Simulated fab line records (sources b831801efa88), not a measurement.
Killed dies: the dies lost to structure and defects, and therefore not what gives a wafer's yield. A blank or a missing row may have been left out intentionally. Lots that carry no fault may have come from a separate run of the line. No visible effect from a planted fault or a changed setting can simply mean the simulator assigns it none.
Matching of chambers    flow gf180mcu    pecvd-02 running GF_SAB_CVD_00: 3 sister chambers
The step deposits SiO2 from TEOS, target thk 50 nm, time 4.9302 s. 16 wafers are shown with their chamber, then 8 later ones without.

WAFERS PAIRED WITH THEIR CHAMBERS
wafer   chamber  heater-power-w (W)
L918.1  0        507
L918.2  2        613
L918.3  1        694
L919.1  0        573
L919.3  1        657
L919.4  0        581
L921.1  1        640
L921.3  0        540
L921.6  1        632
L922.2  2        517
L922.4  0        564
L922.5  1        643
L923.3  2        611
L923.5  2        609
L923.6  0        517
L924.1  2        546

SIGNATURES (averages over the wafers above)
reading         chamber 0  chamber 1  chamber 2  scatter within a chamber
heater-power-w  547.00     653.20     579.20     34.1
Rule: for each reading, subtract the chamber's mean from the wafer's reading, divide by that reading's scatter and square the result; add these up over the readings and take the root, which gives the wafer's distance from the chamber. The wafer belongs to the nearest chamber; if the next one is less than 2 further off, it can't be placed. The scatter: take each reading less its chamber's mean, square it, sum over the shown wafers, divide by the number of wafers less the number of chambers, and take the root.

WAFERS WHOSE CHAMBER IS MISSING
wafer   heater-power-w (W)
L924.2  668
L924.5  700
L931.1  694
L931.2  579
L931.6  583
L935.1  689
L935.3  514
L935.4  692

EACH ONE'S CHAMBER
wafer   from the rows above           in truth
L924.2  1                             1
L924.5  1                             1
L931.1  1                             1
L931.2  can't be placed: 2 or 0       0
L931.6  can't be placed: 2 or 0 or 1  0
L935.1  1                             1
L935.3  can't be placed: 0 or 2       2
L935.4  1                             1
Correctly placed: 5 of 8. Unplaceable from these rows: 3, with the true chamber sitting among the candidates in 3. Placed wrongly: 0.
